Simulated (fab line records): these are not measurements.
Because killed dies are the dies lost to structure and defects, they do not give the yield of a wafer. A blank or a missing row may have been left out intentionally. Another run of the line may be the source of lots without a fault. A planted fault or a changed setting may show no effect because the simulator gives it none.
The tool behind it: which one? ; flow sky130 ; 36 wafers from 13 lots sampled at 4 of the route's 708 steps

## WHAT THE GAUGES SHOWED, per wafer
SKY_SONOS_ONO_THK_MEAS_01.
lot;measured;on;SONOS_ONO_OXIDATION_THK (nm)
L380;day 12 01:29;film metro-04;2.64 2.62 2.64
L381;day 12 08:52;film metro-03;2.70 2.64 2.72
L382;day 12 20:04;film metro-04;2.61 2.60 2.63
L387;day 14 02:31;film metro-01;2.48 2.44
L389;day 14 22:17;film metro-03;2.55 2.61
L390;day 15 05:05;film metro-03;2.53 2.59
L393;day 16 11:16;film metro-04;2.57 2.63 2.59
L394;day 16 14:56;film metro-04;2.63 2.58 2.62
L398;day 18 01:49;film metro-04;2.65 2.61 2.59
L400;day 18 18:50;film metro-01;2.64 2.66 2.63
L401;day 18 18:49;film metro-03;2.66 2.63 2.62
L402;day 19 01:20;film metro-01;2.61 2.61 2.63
L403;day 19 07:25;film metro-04;2.51 2.57 2.58

SKY_SONOS_ONO_THK_MEAS_03.
lot;measured;on;SONOS_ONO_CVD_02_THK (nm)
L380;day 12 04:07;film metro-04;10.47 10.28 10.28
L381;day 12 18:46;film metro-01;10.45 10.45 10.42
L382;day 13 04:58;film metro-03;10.67 10.79 10.75
L387;day 14 04:19;film metro-03;10.50 10.44
L389;day 14 23:52;film metro-01;10.55 10.70
L390;day 15 06:24;film metro-03;10.57 10.53
L393;day 16 12:23;film metro-03;10.39 10.29 10.26
L394;day 16 16:02;film metro-04;10.56 10.76 10.63
L398;day 18 03:14;film metro-04;10.58 10.45 10.50
L400;day 18 22:00;film metro-04;10.40 10.40 10.30
L401;day 18 21:59;film metro-01;10.74 10.83 10.85
L402;day 19 03:58;film metro-04;10.66 10.71 10.68
L403;day 19 08:32;film metro-03;10.78 10.74 10.71

## TOOL THAT RAN EACH LOT (tool first, then ch and the chambers of the sampled wafers, then the start)
lot;SKY_FIELD_ISO_ETCH_17;SKY_FIELD_ISO_CMP_27
L380;rie si-02 ch 0,1,2, day 2 05:10;cmp-02 ch 0,1,2, day 2 15:11
L381;rie si-01 ch 0,2, day 2 10:35;cmp-01 ch 1,2,3, day 2 17:52
L382;rie si-01 ch 1,2, day 2 19:13;cmp-02 ch 0,2, day 3 00:48
L387;rie si-01 ch 0,3, day 3 18:16;cmp-02 ch 0,3, day 3 22:37
L389;rie si-01 ch 2,3, day 4 03:34;cmp-02 ch 2,3, day 4 09:13
L390;rie si-01 ch 1,3, day 4 10:09;cmp-02 ch 0,3, day 4 16:02
L393;rie si-02 ch 1,2,3, day 5 01:49;cmp-01 ch 0,1,3, day 5 10:20
L394;rie si-02 ch 1,2,3, day 5 08:02;cmp-01 ch 0,2,3, day 5 13:25
L398;rie si-02 ch 1,2, day 6 05:23;cmp-02 ch 0,2,3, day 6 11:45
L400;rie si-02 ch 0,1,2, day 6 16:11;cmp-01 ch 1,2, day 7 00:37
L401;rie si-01 ch 2,3, day 6 18:30;cmp-02 ch 2,3, day 7 00:37
L402;rie si-02 ch 0,2,3, day 7 00:45;cmp-02 ch 0,2,3, day 7 04:45
L403;rie si-02 ch 1,2, day 7 04:13;cmp-02 ch 2,3, day 7 08:51
- SKY_FIELD_ISO_ETCH_17: etches Si in HBr/Cl2/O2, target depth 342 nm, time 97.7 s.
- SKY_FIELD_ISO_CMP_27: polishes, stops on Si3N4, t overpolish 16 s, target thk 457.8 nm.

## AS READ BY THE TOOLS THEMSELVES (means over the sampled wafers that have a number; for cases with no such wafer, the mark the record gives instead)
SKY_FIELD_ISO_ETCH_17.
lot;tool;drypump motor current A (A);oes product au (a.u.);throttle valve pct (%)
L380;rie si-02;6.0;1.001;25.647
L381;rie si-01;5.9;0.989;25.660
L382;rie si-01;6.2;1.001;25.655
L387;rie si-01;5.5;0.939;25.705
L389;rie si-01;5.4;0.949;25.693
L390;rie si-01;5.8;0.952;25.693
L393;rie si-02;5.8;0.991;25.656
L394;rie si-02;5.8;0.993;25.659
L398;rie si-02;6.2;0.988;25.658
L400;rie si-02;6.0;1.003;25.662
L401;rie si-01;5.5;0.999;25.655
L402;rie si-02;5.7;0.991;25.661
L403;rie si-02;6.2;0.991;25.659

SKY_FIELD_ISO_CMP_27.
lot;tool;motor current A (A);overpolish run s (s);slurry filter dp kPa (kPa);time to endpoint s (s)
L380;cmp-02;11.8;15.999;13.53;113
L381;cmp-01;12.4;15.996;13.49;115
L382;cmp-02;12.2;15.997;13.44;109
L387;cmp-02;12.2;16.000;13.48;118
L389;cmp-02;11.2;15.995;13.62;113
L390;cmp-02;11.8;16.005;13.45;112
L393;cmp-01;11.8;15.999;13.51;112
L394;cmp-01;12.1;16.002;13.49;108
L398;cmp-02;11.8;15.994;13.56;109
L400;cmp-01;11.8;15.998;13.53;113
L401;cmp-02;10.5;16.002;13.64;108
L402;cmp-02;11.6;15.988;13.50;113
L403;cmp-02;10.7;16.001;13.56;110

## THE ANSWER, worked out from the rows above alone
Rule: the lots themselves supply what counts as usual. The widest of any qualifying gaps counts: lots, ordered by their means at a reading, are off when they make up no more than a third of the lots, leave a main group of 4 or more, and stand apart from it by 3 or more times the standard deviation of that group's means. A main group whose means are all the same, to the digits that the tables above print for the reading, isn't used. Also off: a lot with no number at a reading for which 4 or more lots have one. The other lots that the step has rows for count as sound. Order of review: gauges by route order, followed by the tools' own readings, for which a lot's mean as printed above is used. At the first step where some lot is off, the reading lying furthest off is the one used; lots without a number count as furthest.
Off: L387, L389, L390, at SKY_FIELD_ISO_ETCH_17 (throttle valve pct). For the main group the mean is 25.657 % and the standard deviation 0.0041.
If a tool, at that step or one of the process steps before it, ran each lot that is off and ran no sound lot following the first of them, it fits. No candidate that was tried fits.

## WHAT WAS PUT IN BY THE SIMULATOR
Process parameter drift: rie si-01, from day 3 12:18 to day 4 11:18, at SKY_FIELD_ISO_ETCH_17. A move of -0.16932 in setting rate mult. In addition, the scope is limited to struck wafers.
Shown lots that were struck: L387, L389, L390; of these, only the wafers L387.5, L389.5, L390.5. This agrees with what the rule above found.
